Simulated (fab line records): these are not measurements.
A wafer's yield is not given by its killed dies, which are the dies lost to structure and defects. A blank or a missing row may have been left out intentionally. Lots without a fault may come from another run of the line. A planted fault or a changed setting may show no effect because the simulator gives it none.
A lot that was struck, set against a sound lot | flow gf180mcu | 33 out of 602 route steps
Sound: wafers L673.4, L673.5, L673.6. Wafers struck: L671.3, L671.4, L671.6. The cause is given at the end.
At each step with rows: each side's tool, then ch and its chambers, then its first start. Under that, the readings that differ: sound wafers | struck wafers | difference of the means | sigmas: that difference in standard deviations of wafers without a fault.
alike: words and numbers the same on both sides, and readings whose means are apart by under 2 such deviations; not compared: readings that were withheld, readings missing a value for some wafer, numbers with overlapping values and no deviation given by the record, and bounds like >300 which may hide the same value.
The two part at a step that has a row with sigmas, a row that says differs or no value, or rows on one side only. Non-overlapping numbers with no deviation appear without sigmas and do not part them. A reading missing from all wafers of one side parts the sides only when that side holds two or more wafers.

first, 2 steps without rows for these wafers: GF_M1_PEB_12 (peb time 90 s); GF_M1_DEVELOP_13 (develop time 60 s).
GF_M1_CD_MEAS_14: target cd 230 nm.
  struck on cd sem-02, day 22 15:54; sound on cd sem-01, day 23 04:07
  alike: cd nm
GF_M1_OVL_MEAS_15:
  struck on overlay-01, day 22 15:59; sound on overlay-02, day 23 04:11
  alike: M1_OVL
GF_M1_METAL_ETCH_16: etches the open film in Cl2/BCl3, stops on SiO2, target depth 627.5 nm, time 104.6 s.
  sound on rie metal-02 ch 0,1, day 23 04:15; struck on rie metal-02 ch 0,1, day 22 16:03
  alike: chamber pressure mTorr, drypump motor current A, oes product au, throttle valve pct
  not compared: rf hours counter h
then, 4 steps without rows for these wafers: GF_M1_STRIP_17 (strips in O2/N2); GF_M1_STRIP_18 (strips in post etch residue remover, time 1200 s); GF_M1_CLEAN_19 (cleans in DIW); GF_V1_CVD_00 (deposits SiO2, target thk 600 nm, time 100 s).
GF_V1_THK_MEAS_01:
  struck on film metro-02, day 22 16:46; sound on film metro-04, day 23 05:01
  alike: V1_CVD_00_THK
then, 1 step without rows for these wafers: GF_V1_CVD_02 (deposits SiO2 from TEOS, target thk 850 nm, time 94.851 s).
GF_V1_THK_MEAS_03:
  struck on film metro-04, day 22 16:53; sound on film metro-04, day 23 05:09
  alike: V1_CVD_02_THK
GF_V1_CMP_04: polishes SiO2.
  sound on cmp-01 ch 0,3, day 23 05:14; struck on cmp-01 ch 1,2, day 22 16:59
  no value came back on the struck wafers for edge zone pressure frac, head pressure psi (psi), motor current A (A), time to endpoint s (s); on the sound wafers edge zone pressure frac reads 1.004 0.998 0.992
  reading                             | sound             | struck          | difference | sigmas
  model.SiO2_of_V1_CVD_02.thk nm (nm) | 632.4 631.5 630.2 | 840.2 858.2 864 | +222.8     |
GF_V1_BOW_MEAS_05:
  struck on film metro-04, day 22 17:16; sound on film metro-02, day 23 05:32
  reading     | sound    | struck   | difference | sigmas
  V1_BOW (um) | 72 81 69 | 94 97 98 | +22        | +3
then, 8 steps without rows for these wafers: GF_V1_DEHYDRATE_06 (time 60 s); GF_V1_HMDS_07 (prime time 60 s); GF_V1_COAT_08; GF_V1_COAT_09 (resist thk 1000 nm); GF_V1_SOFTBAKE_10 (time 60 s); GF_V1_EXPOSE_11 (exposes mask Via1, target cd 260 nm); GF_V1_PEB_12 (peb time 90 s); GF_V1_DEVELOP_13 (develop time 60 s).
GF_V1_CD_MEAS_14: target cd 260 nm.
  struck on cd sem-02, day 23 15:46; sound on cd sem-01, day 24 03:59
  alike: cd nm
GF_V1_OVL_MEAS_15:
  struck on overlay-02, day 23 15:52; sound on overlay-01, day 24 04:04
  alike: V1_OVL
GF_V1_ETCH_16: etches BARC in N2/H2.
  sound on rie diel-03 ch 1,2, day 24 04:05; struck on rie diel-02 ch 0,1,2, day 23 15:53
  alike: chamber pressure mTorr, drypump motor current A, h2 flow sccm, oes product au, throttle valve pct
GF_V1_ETCH_17: etches SiO2 in C4F8/O2/Ar, stops on TiN, target depth 630 nm.
  sound: rie diel-03 ch 1,2; struck: rie diel-02 ch 0,1,2
  reading                        | sound             | struck            | difference | sigmas
  oes product au (a.u.)          | 0.856 0.855 0.849 | 1.622 1.625 1.632 | +0.773     | +99 or more
  model.etch.depth nm (nm)       | 632.4 631.5 630.2 | 822.3 823.7 828.2 | +193.4     |
  model.V1.feature depth nm (nm) | 632.4 631.5 630.2 | 822.3 823.7 828.2 | +193.4     |
  alike: chamber pressure mTorr
then, 3 steps without rows for these wafers: GF_V1_STRIP_18 (strips in O2/N2); GF_V1_STRIP_19 (strips in post etch residue remover, time 1200 s); GF_V1_CLEAN_20 (cleans in DIW).
GF_V1_SPUTTER_21: material Ti, target thk 15 nm, time 80.02 s.
  struck on pvd sputter-01, day 23 16:32; sound on pvd sputter-01, day 24 04:47
  alike: throttle valve pct
GF_V1_SPUTTER_22: material TiN, target thk 10 nm, time 40 s.
  struck on pvd sputter-01, day 23 16:37; sound on pvd sputter-01, day 24 04:50
  alike: throttle valve pct
GF_V1_CVD_23: deposits W, target thk 350 nm, time 105.05 s.
  sound on cvd w-02 ch 0,1, day 24 04:55; struck on cvd w-02 ch 0,1, day 23 16:41
  alike: heater power w
GF_V1_CMP_26: polishes, stops on SiO2, t overpolish 15 s, target thk 0 nm.
  sound on cmp-02 ch 0,1,2, day 24 05:16; struck on cmp-01 ch 0,3, day 23 16:56
  reading                             | sound             | struck            | difference | sigmas
  model.SiO2_of_V1_CVD_02.thk nm (nm) | 628.6 627.8 626.4 | 836.4 854.5 860.2 | +222.8     |
  alike: edge zone pressure frac, head pressure psi, motor current A

## WHERE THEY PART
Last at GF_V1_ETCH_17 as far as this record goes, first at GF_V1_CMP_04. Later steps at which nothing parts them and some readings are alike: GF_V1_SPUTTER_21, GF_V1_SPUTTER_22, GF_V1_CVD_23, GF_V1_CMP_26.

WHY: the cause the simulator had injected
Entire step skipped (cmp-01, GF_V1_CMP_04), from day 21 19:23 onward. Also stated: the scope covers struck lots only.
